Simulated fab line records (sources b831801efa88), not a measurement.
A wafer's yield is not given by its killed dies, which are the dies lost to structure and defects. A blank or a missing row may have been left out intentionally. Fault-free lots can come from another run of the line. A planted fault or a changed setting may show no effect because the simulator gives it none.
Comparing a struck lot with a sound one + flow sky130 + 17 out of 708 route steps
Sound: these wafers, L393.1, L393.3, L393.4. Struck: wafers L403.1, L403.3, L403.5. At the end, the cause is stated.
Order at every step that has rows: each side's tool, ch and its chambers, its first start. Under that, the readings that differ: sound wafers + struck wafers + difference of the means + sigmas: that difference in standard deviations of wafers without a fault.
alike: same words and numbers on both sides, and readings whose means sit less than 2 such deviations apart. not compared: any withheld reading, any reading some wafer has no value for, any bound like >300 that may hide the same value, and any number with overlapping values for which the record gives no deviation.
Wherever a step has rows on one side only, a row that says differs or no value, or a row with sigmas, the two part there. When numbers do not overlap yet have no deviation, they are printed without sigmas and do not part them. A reading that every wafer of one side lacks parts them only if that side has two wafers or more.

first, 3 steps without rows for these wafers: SKY_LDD_P_EXPOSE_04 (exposes mask PSDM, target cd 380 nm); SKY_LDD_P_PEB_05; SKY_LDD_P_DEVELOP_06 (develop time 60 s).
SKY_LDD_P_CD_MEAS_07: target cd 380 nm.
  sound: cd sem-02 at day 20 07:46; struck: cd sem-01 at day 24 07:41
  alike: cd nm
SKY_LDD_P_OVL_MEAS_08:
  sound: overlay-02 at day 20 07:53; struck: overlay-01 at day 24 07:49
  alike: LDD_P_OVL
following that, these wafers have no rows for 1 step: SKY_LDD_P_IMPLANT_09.
SKY_LDD_P_STRIP_10: strips in O2/N2.
  sound on plasma asher-04 ch 0,1, day 20 08:05; struck on plasma asher-01 ch 0,1, day 24 08:00
  alike: drypump motor current A, oes product au, strip time to endpoint s
  not compared: rf hours counter h
SKY_LDD_P_TW_MEAS_11:
  sound: film metro-03 at day 20 08:11; struck: film metro-02 at day 24 08:06
| reading  | sound       | struck      | difference | sigmas |
|----------|-------------|-------------|------------|--------|
| LDD_P_TW | 639 635 637 | 628 630 631 | -7         | -2     |
then, 4 steps without rows for these wafers: SKY_LDD_HVN_DEHYDRATE_00 (time 60 s); SKY_LDD_HVN_HMDS_01 (prime time 60 s); SKY_LDD_HVN_COAT_02 (resist thk 300 nm); SKY_LDD_HVN_SOFTBAKE_03 (time 60 s).
SKY_LDD_HVN_EXPOSE_04: exposes mask HVNTM, target cd 700 nm.
  sound on iline stepper-02 ch 0, day 20 23:56; struck on iline stepper-02 ch 0, day 24 23:18
| reading                         | sound                | struck            | difference | sigmas |
|---------------------------------|----------------------|-------------------|------------|--------|
| model.LDD_HVN.overlay x nm (nm) | -1.372 -1.372 -1.372 | 56.46 56.46 56.46 | +57.83     |        |
  alike: mask, stage vel mm s
then, 2 steps without rows for these wafers: SKY_LDD_HVN_PEB_05; SKY_LDD_HVN_DEVELOP_06 (develop time 60 s).
SKY_LDD_HVN_OVL_MEAS_07:
  sound: overlay-01 at day 21 14:49; struck: overlay-01 at day 25 13:28
| reading          | sound          | struck         | difference | sigmas |
|------------------|----------------|----------------|------------|--------|
| LDD_HVN_OVL (nm) | -0.2 -0.3 -0.2 | 58.8 56.5 57.0 | +57.7      | +48    |
following that, these wafers have no rows for 1 step: SKY_LDD_HVN_IMPLANT_08.

## WHERE THEY PART
Earliest at SKY_LDD_P_TW_MEAS_11; latest, in this record, at SKY_LDD_HVN_OVL_MEAS_07.

WHY: whatever the simulator had introduced
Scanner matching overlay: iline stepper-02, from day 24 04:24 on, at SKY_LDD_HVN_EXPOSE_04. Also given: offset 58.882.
